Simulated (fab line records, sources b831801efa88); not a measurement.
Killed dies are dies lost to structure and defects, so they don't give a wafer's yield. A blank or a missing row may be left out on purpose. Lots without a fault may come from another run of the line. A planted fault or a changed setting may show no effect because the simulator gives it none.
One fault seen from 2 desks | flow sky130 | each desk has only its own numbers; what lay behind them comes last

THE METROLOGY DESK
What the gauges read, lot by lot, whatever tool the lot ran on: means of the sampled wafers that have a number. A lot is out of limits, marked OUT, if its mean lies more than 4 standard deviations from the usual mean; the brackets give that distance.
Columns: A = VIA4_W_RS at SKY_VIA4_RS_MEAS_19, usual 0.2349 ohm/sq; B = PASSIVATION_CVD_02_THK at SKY_PASSIVATION_THK_MEAS_03, usual 540 nm
lot  | first seen here | A      | B
L806 | day 43 10:12    | 0.2348 | 541
L807 | day 43 11:14    | 0.2365 | 539
L808 | day 43 20:26    | 0.2370 | 542
L809 | day 44 03:55    | 0.2360 | 544
L810 | day 44 10:38    | 0.2352 | 541
L811 | day 44 17:57    | 0.2336 | 542
L812 | day 45 00:04    | 0.2351 | 549
L813 | day 45 05:53    | 0.2335 | 535
L814 | day 45 13:37    | 0.2341 | 546
L816 | day 45 21:55    | 0.2359 | 533
L818 | day 46 12:42    | 0.2334 | 545
L820 | day 47 01:22    | 0.2338 | 538
L821 | day 47 04:44    | 0.2298 | 538
This desk's finding: nothing out of limits on any of the 13 lots.

THE TOOL OWNER'S DESK: plasma_asher-02
The tool's own readings at SKY_POLY_CUT_STRIP_12 (strips in O2/N2): means of the sampled wafers that have a number, for each lot that ran on this tool. A lot is out of limits, marked OUT, if its mean lies more than 4 standard deviations from the usual mean; the brackets give that distance.
Columns: A = drypump_motor_current_A at SKY_POLY_CUT_STRIP_12, usual 5.4 A; B = oes_product_au at SKY_POLY_CUT_STRIP_12, usual 0.452 a.u.; C = strip_time_to_endpoint_s at SKY_POLY_CUT_STRIP_12, usual 5.353 s
lot  | first seen here | A   | B     | C
L806 | day 24 23:19    | 5.7 | 0.453 | 5.378
L807 | day 25 04:20    | 5.4 | 0.446 | 5.349
L810 | day 26 07:53    | 5.7 | 0.451 | 5.337
L813 | day 27 13:19    | 5.4 | 0.451 | 5.345
L814 | day 27 21:28    | 5.4 | 0.453 | 5.358
L820 | day 29 20:22    | 5.7 | 0.451 | 5.359
L821 | day 30 01:56    | 5.7 | 0.454 | 5.368
This desk's finding: nothing out of limits on any of the 7 lots.

PUT TOGETHER
The metrology desk saw nothing out of limits.
The tool owner's desk saw nothing out of limits.

WHAT THE SIMULATOR HAD PUT IN
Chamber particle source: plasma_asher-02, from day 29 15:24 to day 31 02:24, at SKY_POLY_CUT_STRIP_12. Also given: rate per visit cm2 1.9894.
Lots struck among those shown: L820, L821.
